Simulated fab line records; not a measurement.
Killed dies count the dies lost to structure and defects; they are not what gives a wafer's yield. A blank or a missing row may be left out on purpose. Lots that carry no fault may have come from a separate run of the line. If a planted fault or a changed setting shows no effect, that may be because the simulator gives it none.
Which tool did it? || flow gf180mcu || Sampling: 13 lots, 39 wafers, 4 of 602 route steps

== WHAT THE GAUGES SHOWED, per wafer ==
GF_PSD_TW_MEAS_11. Usual: PSD_TW gives 3184 (standard deviation 23).
{"lot": "L709", "measured": "day 15 00:59", "on": "film_metro-02", "PSD_TW": "3207 3204 3187", "flag": ""}
{"lot": "L711", "measured": "day 15 13:34", "on": "film_metro-02", "PSD_TW": "3174 3202 3209", "flag": ""}
{"lot": "L712", "measured": "day 16 04:34", "on": "film_metro-01", "PSD_TW": "3152 3153 3146", "flag": ""}
{"lot": "L713", "measured": "day 16 15:23", "on": "film_metro-01", "PSD_TW": "3158 3159 3145", "flag": ""}
{"lot": "L714", "measured": "day 16 23:11", "on": "film_metro-02", "PSD_TW": "3220 3183 3207", "flag": ""}
{"lot": "L715", "measured": "day 16 23:18", "on": "film_metro-01", "PSD_TW": "3160 3148 3159", "flag": ""}
{"lot": "L716", "measured": "day 17 14:41", "on": "film_metro-02", "PSD_TW": "3191 3181 3211", "flag": ""}
{"lot": "L717", "measured": "day 17 14:53", "on": "film_metro-02", "PSD_TW": "3185 3194 3174", "flag": ""}
{"lot": "L720", "measured": "day 18 23:14", "on": "film_metro-04", "PSD_TW": "3211 3203 3215", "flag": ""}
{"lot": "L727", "measured": "day 21 03:18", "on": "film_metro-02", "PSD_TW": "3176 3184 3166", "flag": ""}
{"lot": "L728", "measured": "day 21 09:32", "on": "film_metro-02", "PSD_TW": "3162 3166 3166", "flag": ""}
{"lot": "L731", "measured": "day 22 11:23", "on": "film_metro-02", "PSD_TW": "3171 3170 3184", "flag": ""}
{"lot": "L732", "measured": "day 22 21:38", "on": "film_metro-01", "PSD_TW": "3164 3157 3155", "flag": ""}

GF_PSD_RS_MEAS_14: the measuring method here is four-point-probe. Usual: NSD_RS gives 45.73 ohm/sq (standard deviation 0.067).
{"lot": "L709", "measured": "day 15 01:11", "on": "film_metro-02", "NSD_RS (ohm/sq)": "45.88 45.74 45.64", "flag": ""}
{"lot": "L711", "measured": "day 15 13:46", "on": "film_metro-04", "NSD_RS (ohm/sq)": "45.76 45.75 45.82", "flag": ""}
{"lot": "L712", "measured": "day 16 04:46", "on": "film_metro-01", "NSD_RS (ohm/sq)": "45.60 45.64 45.68", "flag": ""}
{"lot": "L713", "measured": "day 16 15:35", "on": "film_metro-04", "NSD_RS (ohm/sq)": "45.81 45.70 45.75", "flag": ""}
{"lot": "L714", "measured": "day 16 23:23", "on": "film_metro-02", "NSD_RS (ohm/sq)": "45.67 45.66 45.69", "flag": ""}
{"lot": "L715", "measured": "day 16 23:30", "on": "film_metro-01", "NSD_RS (ohm/sq)": "45.64 45.68 45.76", "flag": ""}
{"lot": "L716", "measured": "day 17 14:52", "on": "film_metro-01", "NSD_RS (ohm/sq)": "45.72 45.64 45.63", "flag": ""}
{"lot": "L717", "measured": "day 17 15:05", "on": "film_metro-04", "NSD_RS (ohm/sq)": "45.83 45.77 45.75", "flag": ""}
{"lot": "L720", "measured": "day 18 23:26", "on": "film_metro-02", "NSD_RS (ohm/sq)": "45.73 46.81 45.73", "flag": "OFF"}
{"lot": "L727", "measured": "day 21 03:31", "on": "film_metro-01", "NSD_RS (ohm/sq)": "45.78 45.72 45.63", "flag": ""}
{"lot": "L728", "measured": "day 21 09:43", "on": "film_metro-01", "NSD_RS (ohm/sq)": "45.72 45.72 45.70", "flag": ""}
{"lot": "L731", "measured": "day 22 11:35", "on": "film_metro-04", "NSD_RS (ohm/sq)": "45.70 45.72 45.83", "flag": ""}
{"lot": "L732", "measured": "day 22 21:52", "on": "film_metro-04", "NSD_RS (ohm/sq)": "45.78 45.82 45.89", "flag": ""}

== EACH LOT AND THE TOOL THAT RAN IT (in order: tool; ch and the chambers of the sampled wafers; start) ==
{"lot": "L709", "GF_NSD_IMPLANT_10": "implanter-04 ch 0, day 14 02:57", "GF_PSD_STRIP_10": "plasma_asher-01 ch 0,1, day 15 00:53"}
{"lot": "L711", "GF_NSD_IMPLANT_10": "implanter-02 ch 0, day 14 15:44", "GF_PSD_STRIP_10": "plasma_asher-01 ch 0,1, day 15 13:28"}
{"lot": "L712", "GF_NSD_IMPLANT_10": "implanter-04 ch 0, day 15 05:41", "GF_PSD_STRIP_10": "plasma_asher-02 ch 0,1, day 16 04:28"}
{"lot": "L713", "GF_NSD_IMPLANT_10": "implanter-04 ch 0, day 15 16:01", "GF_PSD_STRIP_10": "plasma_asher-01 ch 0,1, day 16 15:16"}
{"lot": "L714", "GF_NSD_IMPLANT_10": "implanter-02 ch 0, day 15 23:32", "GF_PSD_STRIP_10": "plasma_asher-02 ch 0,1, day 16 23:05"}
{"lot": "L715", "GF_NSD_IMPLANT_10": "implanter-04 ch 0, day 15 23:46", "GF_PSD_STRIP_10": "plasma_asher-03 ch 0,1, day 16 23:12"}
{"lot": "L716", "GF_NSD_IMPLANT_10": "implanter-02 ch 0, day 16 14:52", "GF_PSD_STRIP_10": "plasma_asher-01 ch 0,1, day 17 14:35"}
{"lot": "L717", "GF_NSD_IMPLANT_10": "implanter-01 ch 0, day 16 15:07", "GF_PSD_STRIP_10": "plasma_asher-02 ch 0,1, day 17 14:46"}
{"lot": "L720", "GF_NSD_IMPLANT_10": "implanter-02 ch 0, day 17 21:26", "GF_PSD_STRIP_10": "plasma_asher-01 ch 0, day 18 23:07"}
{"lot": "L727", "GF_NSD_IMPLANT_10": "implanter-01 ch 0, day 20 02:25", "GF_PSD_STRIP_10": "plasma_asher-03 ch 0,1, day 21 03:13"}
{"lot": "L728", "GF_NSD_IMPLANT_10": "implanter-01 ch 0, day 20 08:10", "GF_PSD_STRIP_10": "plasma_asher-03 ch 0,1, day 21 09:26"}
{"lot": "L731", "GF_NSD_IMPLANT_10": "implanter-01 ch 0, day 21 11:21", "GF_PSD_STRIP_10": "plasma_asher-01 ch 1, day 22 11:17"}
{"lot": "L732", "GF_NSD_IMPLANT_10": "implanter-04 ch 0, day 21 21:37", "GF_PSD_STRIP_10": "plasma_asher-01 ch 0,1, day 22 21:34"}
- GF_NSD_IMPLANT_10
- GF_PSD_STRIP_10: strips in O2/N2.

== AS READ BY THE TOOLS THEMSELVES (means over the sampled wafers that have a number; for cases with no such wafer, the mark the record gives instead) ==
GF_NSD_IMPLANT_10. Usual: end_station_pressure_torr reads 7.3e-06 Torr (standard deviation 3.5e-07).
{"lot": "L709", "tool": "implanter-04", "end_station_pressure_torr (Torr)": 7.3e-06, "flag": ""}
{"lot": "L711", "tool": "implanter-02", "end_station_pressure_torr (Torr)": 7.3e-06, "flag": ""}
{"lot": "L712", "tool": "implanter-04", "end_station_pressure_torr (Torr)": 7.1e-06, "flag": ""}
{"lot": "L713", "tool": "implanter-04", "end_station_pressure_torr (Torr)": 7.3e-06, "flag": ""}
{"lot": "L714", "tool": "implanter-02", "end_station_pressure_torr (Torr)": 7.5e-06, "flag": ""}
{"lot": "L715", "tool": "implanter-04", "end_station_pressure_torr (Torr)": 7.2e-06, "flag": ""}
{"lot": "L716", "tool": "implanter-02", "end_station_pressure_torr (Torr)": 7.0e-06, "flag": ""}
{"lot": "L717", "tool": "implanter-01", "end_station_pressure_torr (Torr)": 7.3e-06, "flag": ""}
{"lot": "L720", "tool": "implanter-02", "end_station_pressure_torr (Torr)": 7.3e-06, "flag": ""}
{"lot": "L727", "tool": "implanter-01", "end_station_pressure_torr (Torr)": 7.2e-06, "flag": ""}
{"lot": "L728", "tool": "implanter-01", "end_station_pressure_torr (Torr)": 7.1e-06, "flag": ""}
{"lot": "L731", "tool": "implanter-01", "end_station_pressure_torr (Torr)": 7.4e-06, "flag": ""}
{"lot": "L732", "tool": "implanter-04", "end_station_pressure_torr (Torr)": 7.7e-06, "flag": ""}

GF_PSD_STRIP_10. Usual: drypump_motor_current_A 5.5 A, standard deviation 0.37; heater_power_w 326 W, standard deviation 9.2; oes_product_au 0.591 a.u., standard deviation 0.0045; strip_time_to_endpoint_s 16.52 s, standard deviation 0.039.
{"lot": "L709", "tool": "plasma_asher-01", "drypump_motor_current_A (A)": 5.7, "heater_power_w (W)": 317, "oes_product_au (a.u.)": 0.592, "strip_time_to_endpoint_s (s)": 16.48, "flag": ""}
{"lot": "L711", "tool": "plasma_asher-01", "drypump_motor_current_A (A)": 5.4, "heater_power_w (W)": 317, "oes_product_au (a.u.)": 0.592, "strip_time_to_endpoint_s (s)": 16.47, "flag": ""}
{"lot": "L712", "tool": "plasma_asher-02", "drypump_motor_current_A (A)": 5.5, "heater_power_w (W)": 327, "oes_product_au (a.u.)": 0.595, "strip_time_to_endpoint_s (s)": 16.52, "flag": ""}
{"lot": "L713", "tool": "plasma_asher-01", "drypump_motor_current_A (A)": 5.7, "heater_power_w (W)": 318, "oes_product_au (a.u.)": 0.591, "strip_time_to_endpoint_s (s)": 16.50, "flag": ""}
{"lot": "L714", "tool": "plasma_asher-02", "drypump_motor_current_A (A)": 5.5, "heater_power_w (W)": 327, "oes_product_au (a.u.)": 0.592, "strip_time_to_endpoint_s (s)": 16.45, "flag": ""}
{"lot": "L715", "tool": "plasma_asher-03", "drypump_motor_current_A (A)": 5.9, "heater_power_w (W)": 326, "oes_product_au (a.u.)": 0.591, "strip_time_to_endpoint_s (s)": 16.55, "flag": ""}
{"lot": "L716", "tool": "plasma_asher-01", "drypump_motor_current_A (A)": 5.7, "heater_power_w (W)": 319, "oes_product_au (a.u.)": 0.590, "strip_time_to_endpoint_s (s)": 16.51, "flag": ""}
{"lot": "L717", "tool": "plasma_asher-02", "drypump_motor_current_A (A)": 5.3, "heater_power_w (W)": 333, "oes_product_au (a.u.)": 0.593, "strip_time_to_endpoint_s (s)": 16.54, "flag": ""}
{"lot": "L720", "tool": "plasma_asher-01", "drypump_motor_current_A (A)": 5.2, "heater_power_w (W)": 328, "oes_product_au (a.u.)": 0.591, "strip_time_to_endpoint_s (s)": 16.47, "flag": ""}
{"lot": "L727", "tool": "plasma_asher-03", "drypump_motor_current_A (A)": 5.9, "heater_power_w (W)": 326, "oes_product_au (a.u.)": 0.589, "strip_time_to_endpoint_s (s)": 16.49, "flag": ""}
{"lot": "L728", "tool": "plasma_asher-03", "drypump_motor_current_A (A)": 5.9, "heater_power_w (W)": 323, "oes_product_au (a.u.)": 0.592, "strip_time_to_endpoint_s (s)": 16.50, "flag": ""}
{"lot": "L731", "tool": "plasma_asher-01", "drypump_motor_current_A (A)": 5.9, "heater_power_w (W)": 330, "oes_product_au (a.u.)": 0.593, "strip_time_to_endpoint_s (s)": 16.53, "flag": ""}
{"lot": "L732", "tool": "plasma_asher-01", "drypump_motor_current_A (A)": 5.4, "heater_power_w (W)": 323, "oes_product_au (a.u.)": 0.595, "strip_time_to_endpoint_s (s)": 16.53, "flag": ""}

== THE ANSWER, worked out from the rows above alone ==
Rule: take the mean of a lot's wafers that have a number; if it is more than 3 standard deviations from the usual mean, the lot is off. A lot without any number at a reading at which 4 lots or more have one is off too. All remaining lots with rows at the step are treated as sound. First the gauges in route order, then the tools' own readings, where a lot's mean is used as printed above. At the first step where some lot is off, the reading lying furthest off is the one used; lots without a number count as furthest.
Off: L720, at GF_PSD_RS_MEAS_14 (NSD_RS).
A tool fits if, at a process step before that reading, it ran every lot that is off, and no sound lot after the first of them. The gauges at GF_PSD_RS_MEAS_14 are tried like those tools. This does not decide it: 2 tools fit, namely implanter-02 at GF_NSD_IMPLANT_10 and film_metro-02 at GF_PSD_RS_MEAS_14.

== WHAT WAS PUT IN BY THE SIMULATOR ==
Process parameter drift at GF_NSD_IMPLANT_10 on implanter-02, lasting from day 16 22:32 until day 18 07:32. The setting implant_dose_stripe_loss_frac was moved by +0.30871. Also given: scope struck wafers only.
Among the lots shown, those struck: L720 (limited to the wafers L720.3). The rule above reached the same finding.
